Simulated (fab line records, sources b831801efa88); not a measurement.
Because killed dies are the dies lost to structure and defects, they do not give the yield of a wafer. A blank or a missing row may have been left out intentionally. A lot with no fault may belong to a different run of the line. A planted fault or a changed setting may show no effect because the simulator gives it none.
The tool behind it: which one? || flow gf180mcu || 11 lots with 33 wafers sampled at 3 steps, on a route of 602 steps

WHAT THE GAUGES READ, wafer by wafer
GF_V4_THK_MEAS_03.
{"lot": "L245", "measured": "day 24 18:14", "on": "film_metro-02", "V4_CVD_02_THK (nm)": "864 850 842"}
{"lot": "L246", "measured": "day 25 08:35", "on": "film_metro-02", "V4_CVD_02_THK (nm)": "841 857 851"}
{"lot": "L247", "measured": "day 25 13:51", "on": "film_metro-04", "V4_CVD_02_THK (nm)": "846 851 851"}
{"lot": "L248", "measured": "day 26 08:53", "on": "film_metro-01", "V4_CVD_02_THK (nm)": "839 840 849"}
{"lot": "L249", "measured": "day 26 09:31", "on": "film_metro-04", "V4_CVD_02_THK (nm)": "847 869 857"}
{"lot": "L252", "measured": "day 27 12:57", "on": "film_metro-01", "V4_CVD_02_THK (nm)": "855 859 848"}
{"lot": "L256", "measured": "day 28 20:32", "on": "film_metro-02", "V4_CVD_02_THK (nm)": "786 836 805"}
{"lot": "L261", "measured": "day 29 18:40", "on": "film_metro-02", "V4_CVD_02_THK (nm)": "800 840 821"}
{"lot": "L262", "measured": "day 30 00:41", "on": "film_metro-02", "V4_CVD_02_THK (nm)": "832 860 847"}
{"lot": "L263", "measured": "day 30 05:44", "on": "film_metro-04", "V4_CVD_02_THK (nm)": "843 838 846"}
{"lot": "L264", "measured": "day 30 08:48", "on": "film_metro-04", "V4_CVD_02_THK (nm)": "843 854 854"}

WHICH TOOL RAN EACH LOT (tool, then ch and the chambers of the sampled wafers, then the start)
{"lot": "L245", "GF_M4_METAL_ETCH_16": "rie_metal-03 ch 0,1, day 24 17:23", "GF_V4_CVD_02": "pecvd-01 ch 0,1,2, day 24 18:10"}
{"lot": "L246", "GF_M4_METAL_ETCH_16": "rie_metal-03 ch 0,1, day 25 07:43", "GF_V4_CVD_02": "pecvd-02 ch 1,2, day 25 08:29"}
{"lot": "L247", "GF_M4_METAL_ETCH_16": "rie_metal-03 ch 0,1, day 25 12:59", "GF_V4_CVD_02": "pecvd-03 ch 1,2, day 25 13:47"}
{"lot": "L248", "GF_M4_METAL_ETCH_16": "rie_metal-04 ch 0,1, day 26 07:59", "GF_V4_CVD_02": "pecvd-03 ch 0,2, day 26 08:49"}
{"lot": "L249", "GF_M4_METAL_ETCH_16": "rie_metal-03 ch 0,1, day 26 08:38", "GF_V4_CVD_02": "pecvd-01 ch 0,1,2, day 26 09:26"}
{"lot": "L252", "GF_M4_METAL_ETCH_16": "rie_metal-03 ch 1, day 27 11:55", "GF_V4_CVD_02": "pecvd-01 ch 0,1,2, day 27 12:53"}
{"lot": "L256", "GF_M4_METAL_ETCH_16": "rie_metal-04 ch 0,1, day 28 19:38", "GF_V4_CVD_02": "pecvd-01 ch 0,1, day 28 20:28"}
{"lot": "L261", "GF_M4_METAL_ETCH_16": "rie_metal-03 ch 0,1, day 29 17:47", "GF_V4_CVD_02": "pecvd-01 ch 1,2, day 29 18:36"}
{"lot": "L262", "GF_M4_METAL_ETCH_16": "rie_metal-04 ch 0, day 29 23:46", "GF_V4_CVD_02": "pecvd-02 ch 0,2, day 30 00:37"}
{"lot": "L263", "GF_M4_METAL_ETCH_16": "rie_metal-04 ch 1, day 30 04:52", "GF_V4_CVD_02": "pecvd-03 ch 1,2, day 30 05:40"}
{"lot": "L264", "GF_M4_METAL_ETCH_16": "rie_metal-01 ch 0,1, day 30 07:53", "GF_V4_CVD_02": "pecvd-03 ch 0,2, day 30 08:43"}
- GF_M4_METAL_ETCH_16: etches the open film in Cl2/BCl3, stops on SiO2, target depth 750.8 nm, time 125.1 s.
- GF_V4_CVD_02: deposits SiO2 from TEOS, target thk 850 nm, time 94.851 s.

THE ANSWER, worked out from the rows above alone
Rule: what is usual is taken from the lots themselves. Put in order of their means at a reading, lots are off if they are a third of the lots or fewer, leave a main group of 4 or more, and stand apart from it by a gap of 3 or more times the standard deviation of the main group's means; of several such gaps the widest counts. Not used: any main group whose means are identical at the precision the tables above print for the reading. Also off: a lot with no number at a reading for which 4 or more lots have one. Where the step has rows for the other lots, those lots are counted as sound.
Off: at GF_V4_THK_MEAS_03 (V4_CVD_02_THK), L256, L261. Mean 849 nm and standard deviation 4.7 in the main group.
If a tool, at a process step before that reading, ran all the lots that are off and no sound lot after the first of them, it fits. The gauges at GF_V4_THK_MEAS_03 are tried like those tools. One candidate fits, namely pecvd-01 at GF_V4_CVD_02. Its last sound lot is L252 (day 27 12:53), its first lot that is off L256 (day 28 20:28): a fault that began between those two fits.

WHAT THE SIMULATOR HAD INSERTED
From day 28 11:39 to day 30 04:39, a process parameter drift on pecvd-01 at GF_V4_CVD_02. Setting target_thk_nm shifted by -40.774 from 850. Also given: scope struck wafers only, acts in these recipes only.
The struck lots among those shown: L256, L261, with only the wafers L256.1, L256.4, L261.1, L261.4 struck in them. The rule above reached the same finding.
